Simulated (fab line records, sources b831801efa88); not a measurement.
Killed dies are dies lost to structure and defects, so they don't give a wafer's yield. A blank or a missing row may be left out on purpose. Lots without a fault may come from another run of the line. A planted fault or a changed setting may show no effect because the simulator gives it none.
A struck lot beside a sound one | flow gf180mcu | 17 steps out of a route of 602
Sound: wafers L958.3, L958.4, L958.5. Struck: wafers L977.2, L977.4, L977.6. The cause comes at the end.
At each step with rows: each side's tool, then ch and its chambers, then its first start. Under that, the readings that differ: sound wafers | struck wafers | difference of the means | sigmas: that difference in standard deviations of wafers without a fault.
alike: readings whose means differ by less than 2 such deviations, and words and numbers that are the same on both sides. not compared: withheld readings, readings that some wafer has no value for, bounds like >300 that may hide the same value, and numbers for which the record gives no deviation and whose values overlap.
The two part at a step that has a row with sigmas, a row that says differs or no value, or rows on one side only. Numbers that don't overlap but have no deviation are shown without sigmas and don't part them. A reading that every wafer of one side lacks parts them only if that side has two wafers or more.

GF_CONTACT_CMP_04: polishes SiO2.
  sound on cmp-01 ch 0,1,2, day 15 21:22; struck on cmp-02 ch 2,3, day 22 16:13
  alike: motor_current_A, retaining_ring_pressure_frac, time_to_endpoint_s
GF_CONTACT_BOW_MEAS_05:
  sound on film_metro-02, day 15 21:43; struck on film_metro-02, day 22 16:29
  alike: CONTACT_BOW
then, 8 steps without rows for these wafers: GF_CONTACT_DEHYDRATE_06 (time 60 s); GF_CONTACT_HMDS_07 (prime time 60 s); GF_CONTACT_COAT_08; GF_CONTACT_COAT_09 (resist thk 1000 nm); GF_CONTACT_SOFTBAKE_10 (time 60 s); GF_CONTACT_EXPOSE_11 (exposes mask Contact, target cd 220 nm); GF_CONTACT_PEB_12 (peb time 90 s); GF_CONTACT_DEVELOP_13 (develop time 60 s).
GF_CONTACT_CD_MEAS_14: target cd 220 nm.
  sound on cd_sem-02, day 16 19:59; struck on cd_sem-02, day 23 15:38
  alike: cd_nm
GF_CONTACT_OVL_MEAS_15:
  sound on overlay-01, day 16 20:05; struck on overlay-01, day 23 15:44
  alike: CONTACT_OVL
GF_CONTACT_ETCH_16: etches BARC in N2/H2.
  sound on rie_diel-04 ch 1,2,3, day 16 20:06; struck on rie_diel-01 ch 0,1,2, day 23 15:46
  no value came back on the struck wafers for any of 5 readings (bias_w (W), chamber_pressure_mTorr (mTorr) and others); on the sound wafers bias_w (W) reads 100.2 100.2 100.2
GF_CONTACT_ETCH_17: etches SiO2 in C4F8/O2/Ar, stops on CoSi2, target depth 860 nm.
  sound on rie_diel-04 ch 1,2,3; struck on rie_diel-01 ch 0,1,2
  reading               | sound             | struck            | difference | sigmas
  oes_product_au (a.u.) | 0.822 0.814 0.817 | 0.374 0.371 0.377 | -0.444     | -89
  alike: bias_w, chamber_pressure_mTorr
GF_CONTACT_STRIP_18: strips in O2/N2.
  sound on plasma_asher-04 ch 0,1, day 16 20:18; struck on plasma_asher-01 ch 0,1, day 23 15:56
  reading               | sound             | struck            | difference | sigmas
  oes_product_au (a.u.) | 0.583 0.582 0.569 | 0.586 0.592 0.596 | +0.013     | +3
  alike: drypump_motor_current_A, heater_power_w
  not compared: rf_hours_counter_h
then, 1 step without rows for these wafers: GF_CONTACT_CLEAN_19 (cleans in SPM).
-- the record jumps here: 11 days lie between the struck wafers' starts before and after (it left off in module CONTACT and takes up again in module PASSIVATION, whose first step shown is number 602 of the route) --
GF_PASSIVATION_PROBE_99:
  the record has rows for the struck wafers here (prober-02, day 34 13:20) and none for the sound ones

WHERE THEY PART
First at GF_CONTACT_ETCH_16; last, within this record, at GF_PASSIVATION_PROBE_99.

WHY: what the simulator had put in
Skipped step whole: rie_diel-01, from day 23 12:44 on, at GF_CONTACT_ETCH_16. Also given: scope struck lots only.
